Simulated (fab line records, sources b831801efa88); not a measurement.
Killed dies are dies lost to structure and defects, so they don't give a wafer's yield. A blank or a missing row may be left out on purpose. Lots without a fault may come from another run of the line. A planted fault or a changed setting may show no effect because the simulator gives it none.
fab line records | flow sky130 | part 2 of 2: steps 32 to 43 of 43
record lots=5 wafers=15 last_day=50
route steps=708 shown VT_ADJUST_NCORE@127 VT_ADJUST_HVTR@131 VT_ADJUST_PCH@143 SONOS_TUNNEL@154 SONOS_ONO@168
lots that met no fault: from a run of the same line without faults
start_h: hours from the record's first day to the start of the lot's first wafer shown | wait_h: hours since the lot's step before | " the same as in the row above | L1.1+2: a row that stands for several wafers | - no value, or no start given | * or withheld: withheld | < > ~ a bound
route shown NAME@n: a module of which the file shows steps, and the number in the route of the first | usual: mean/standard deviation of fault-free wafers | same: alike in all rows | chamber/n: place in a boat | sites: the reading at each site | _std_site: their standard deviation | _edge_site: outer sites' mean less inner sites' | radius_mm: how far each site lies from the wafer's centre | mask NAME#n: copy n | behind: the tool/chamber that last shaped the wafer | hold: why the lot was held/for how many hours/how that ended | device: the transistor (n, p or np) that didn't switch | end of line: the same wafers' tests at the end of the route | a step without rows: its recipe alone | killed: dies lost to structure and defects at the first sort, not the wafer's yield | map: a wafer's dies, x killed, . not, _ none there
set.NAME: the setting as run; set.NAME@STEP: as run at that earlier step | model.NAME: the simulator's own value behind a step, which no gauge read
lots at some steps of the route; a table a step, a row a wafer
services: from which hour (start_h, from the record's first day; less than 0 if before it) a tool's chamber was out of use, for how many hours, and why
## steps
# step SKY_SONOS_TUNNEL_EXPOSE_04
# recipe mask_id=TUNM na=0.6 source_shape=conventional sigma_outer=0.6 polarization=unpolarized target_cd_nm=410 dose_mj=136
# same sigma_outer=0.6
# columns lot.wafer tool chamber start_h wait_h mask
L074.1+5+6 iline_stepper-02 0 - - TUNM#0
L081.2+3+5 iline_stepper-01 0 - - TUNM#0
L089.2+3+4 iline_stepper-02 0 - - TUNM#0
L090.1+2+6 iline_stepper-02 0 - - TUNM#0
L092.3+4+5 iline_stepper-02 0 - - TUNM#0
# step SKY_SONOS_TUNNEL_PEB_05
# recipe temp_c=withheld time_s=* resist=NOVOLAK
# columns lot.wafer tool chamber start_h wait_h
L074.1+5+6 litho_track-04 0 - -
L081.2+3+5 litho_track-04 0 - -
L089.2+3+4 litho_track-04 0 - -
L090.1+2+6 litho_track-04 0 - -
L092.3+4+5 litho_track-01 0 - -
# step SKY_SONOS_TUNNEL_DEVELOP_06
# recipe resist=NOVOLAK developer=TMAH develop_time_s=60 dev_temp_c=23
# columns lot.wafer tool chamber start_h wait_h
L074.1+5+6 litho_track-04 0 273.88 0.1
L081.2+3+5 litho_track-04 0 316.41 0.1
L089.2+3+4 litho_track-04 0 385.36 0.1
L090.1+2+6 litho_track-04 0 392.98 0.1
L092.3+4+5 litho_track-01 0 405.81 0.1
# step SKY_SONOS_TUNNEL_CD_MEAS_07
# recipe target_cd_nm=410
# usual cd_nm=410.4/2.5
# columns lot.wafer tool chamber start_h wait_h cd_nm
L074.1 cd_sem-02 - 274.03 0.1 406.0
L074.5 " - " " 408.1
L074.6 " - " " 404.2
L081.2 cd_sem-02 - 316.55 0.1 412.3
L081.3 " - " " 411.7
L081.5 " - " " 414.0
L089.2 cd_sem-01 - 385.50 0.1 409.9
L089.3 " - " " 411.0
L089.4 " - " " 407.8
L090.1 cd_sem-01 - 393.13 0.1 407.7
L090.2 " - " " 409.6
L090.6 " - " " 405.7
L092.3 cd_sem-01 - 405.95 0.1 407.7
L092.4 " - " " 410.5
L092.5 " - " " 408.4
# step SKY_SONOS_TUNNEL_OVL_MEAS_08
# usual SONOS_TUNNEL_OVL=-1.8/1.4
# columns lot.wafer tool chamber start_h wait_h SONOS_TUNNEL_OVL[nm]
L074.1 overlay-02 - 274.15 0.1 -2.2
L074.5 " - " " -2.2
L074.6 " - " " -1.5
L081.2 overlay-01 - 316.66 0.1 -1.5
L081.3 " - " " -2.5
L081.5 " - " " -1.3
L089.2 overlay-01 - 385.61 0.1 -1.8
L089.3 " - " " -2.1
L089.4 " - " " -1.9
L090.1 overlay-02 - 393.25 0.1 -2.1
L090.2 " - " " -4.8
L090.6 " - " " -3.2
L092.3 overlay-01 - 406.04 0.1 -2.2
L092.4 " - " " -1.6
L092.5 " - " " -2.8
# step SKY_SONOS_TUNNEL_IMPLANT_09
# recipe species=B energy_kev=20 dose_cm2=1e+12 tilt_deg=withheld
# usual dose_ions_cm2=9.999e+11/1.2e+09
# columns lot.wafer tool chamber start_h wait_h dose_ions_cm2
L074.1 implanter-01 0 274.19 0.0 9.988e+11
L074.5 " 0 " " 9.997e+11
L074.6 " 0 " " 9.986e+11
L081.2 implanter-01 0 316.72 0.0 1.0019e+12
L081.3 " 0 " " 1.0025e+12
L081.5 " 0 " " 1.0012e+12
L089.2 implanter-02 0 385.66 0.0 1.0004e+12
L089.3 " 0 " " 1.0001e+12
L089.4 " 0 " " 9.998e+11
L090.1 implanter-03 0 393.29 0.0 9.993e+11
L090.2 " 0 " " 9.987e+11
L090.6 " 0 " " 1.0012e+12
L092.3 implanter-03 0 406.11 0.1 9.992e+11
L092.4 " 0 " " 1e+12
L092.5 " 0 " " 9.998e+11
# step SKY_SONOS_TUNNEL_WET_ETCH_10
# recipe chemistry=dHF target_depth_nm=14 target=SiO2 dilution=100:1 temp_c=25 time_s=280
# columns lot.wafer tool chamber start_h wait_h
L074.1+5+6 wet_bench-03 2 274.34 0.1
L081.2+3+5 wet_bench-01 1 316.84 0.1
L089.2+3+4 wet_bench-04 0 385.79 0.1
L090.1+2+6 wet_bench-04 0 393.44 0.1
L092.3+4+5 wet_bench-03 0 406.21 0.1
# step SKY_SONOS_TUNNEL_STRIP_11
# recipe chemistry=SPM time_s=600 temp_c=130
# columns lot.wafer tool chamber start_h wait_h
L074.1+5+6 wet_bench-04 0 274.43 0.0
L081.2+3+5 wet_bench-03 3 316.93 0.0
L089.2+3+4 wet_bench-03 0 385.88 0.0
L090.1+2+6 wet_bench-03 3 393.53 0.0
L092.3+4+5 wet_bench-01 2 406.31 0.0
# step SKY_SONOS_TUNNEL_TW_MEAS_12
# usual SONOS_TUNNEL_TW=198.4/2
# columns lot.wafer tool chamber start_h wait_h SONOS_TUNNEL_TW
L074.1 film_metro-02 - 274.60 0.0 198.2
L074.5 " - " " 199.0
L074.6 " - " " 200.2
L081.2 film_metro-02 - 317.11 0.0 198.1
L081.3 " - " " 198.7
L081.5 " - " " 199.2
L089.2 film_metro-04 - 386.06 0.0 199.4
L089.3 " - " " 200.3
L089.4 " - " " 200.1
L090.1 film_metro-02 - 393.70 0.0 200.5
L090.2 " - " " 199.6
L090.6 " - " " 199.5
L092.3 film_metro-01 - 406.50 0.0 193.2
L092.4 " - " " 194.2
L092.5 " - " " 194.1
# step SKY_SONOS_TUNNEL_CLEAN_13
# recipe chemistry=dHF time_s=20 dilution=100:1 dry=ipa_marangoni
# columns lot.wafer tool chamber start_h wait_h
L074.1+5+6 wet_bench-04 3 274.66 0.1
L081.2+3+5 wet_bench-04 3 317.16 0.0
L089.2+3+4 wet_bench-01 2 386.11 0.0
L090.1+2+6 wet_bench-04 3 393.76 0.1
L092.3+4+5 wet_bench-01 0 406.54 0.0
# step SKY_SONOS_ONO_OXIDATION_00
# recipe temp_c=800 ambient=O2 idle_temp_c=700 ramp_up_c_per_min=10 ramp_down_c_per_min=3 stabilise_s=600 purge_s=300 target_thk_a=26 ox_time_s=1249
# usual spike_tc_lower_C=800.4/1.1 zone_power_lower_pct=13.87/0.15 zone_power_top_pct=30.9/2.6
# same purge_s=300
# columns lot.wafer tool chamber start_h wait_h spike_tc_lower_C zone_power_lower_pct zone_power_top_pct
L074.1 furnace-01 0 274.68 0.0 802.1 13.56 33.4
L074.5 " 0 " " 800.5 13.87 33.4
L074.6 " 0 " " 800.8 13.68 33.5
L081.2 furnace-02 0 318.23 1.0 800.4 14.00 28.1
L081.3 " 0 " " 801.1 14.01 28.3
L081.5 " 0 " " 800.1 13.90 28.4
L089.2 furnace-02 0 388.03 1.9 798.4 13.80 28.5
L089.3 " 0 " " 800.3 13.84 28.6
L089.4 " 0 " " 801.0 13.68 28.0
L090.1 furnace-02 0 393.77 0.0 799.3 13.85 28.0
L090.2 " 0 " " 800.6 14.00 28.5
L090.6 " 0 " " 801.2 14.04 27.8
L092.3 furnace-01 0 407.39 0.8 802.2 13.77 33.7
L092.4 " 0 " " 800.8 13.95 32.7
L092.5 " 0 " " 801.5 13.72 33.1
# step SKY_SONOS_ONO_THK_MEAS_01
# recipe reads=SiO2_of_SONOS_ONO_OXIDATION_00
# usual SONOS_ONO_OXIDATION_THK=2.58/0.061
# columns lot.wafer tool chamber start_h wait_h SONOS_ONO_OXIDATION_THK[nm]
L074.1 film_metro-03 - 276.02 0.0 2.57
L074.5 " - " " 2.46
L074.6 " - " " 2.49
L081.2 film_metro-02 - 319.58 0.0 2.62
L081.3 " - " " 2.63
L081.5 " - " " 2.57
L089.2 film_metro-02 - 389.38 0.0 2.59
L089.3 " - " " 2.63
L089.4 " - " " 2.57
L090.1 film_metro-04 - 395.12 0.0 2.63
L090.2 " - " " 2.69
L090.6 " - " " 2.57
L092.3 film_metro-04 - 408.75 0.0 2.62
L092.4 " - " " 2.61
L092.5 " - " " 2.60
## services
# columns tool chamber start_h hours kind
implanter-02 - 200.59 13.8 repair
implanter-03 - 207.92 4.1 pm
implanter-03 - 221.31 6.2 repair
iline_stepper-01 - 234.00 1.7 pm
implanter-03 - 234.75 1.7 repair
implanter-03 - 251.03 6.2 repair
implanter-02 - 255.61 3.1 repair
iline_stepper-02 - 272.63 2.4 repair
implanter-02 - 280.12 2.8 pm
implanter-02 - 285.03 2.2 repair
iline_stepper-02 - 285.45 1.1 repair
implanter-02 - 288.58 5.5 pm
iline_stepper-02 - 290.52 8.7 repair
plasma_asher-02 - 291.65 14.6 pm
plasma_asher-02 - 312.03 0.9 repair
plasma_asher-03 - 312.41 5.4 pm
implanter-03 - 320.33 1.6 repair
iline_stepper-02 - 331.44 1.7 pm
implanter-03 - 334.66 2.7 repair
implanter-02 - 338.67 1.2 repair
implanter-02 - 354.78 2.3 repair
plasma_asher-03 - 361.50 2.8 pm
plasma_asher-03 - 370.76 1.7 repair
iline_stepper-02 - 388.38 2.1 pm
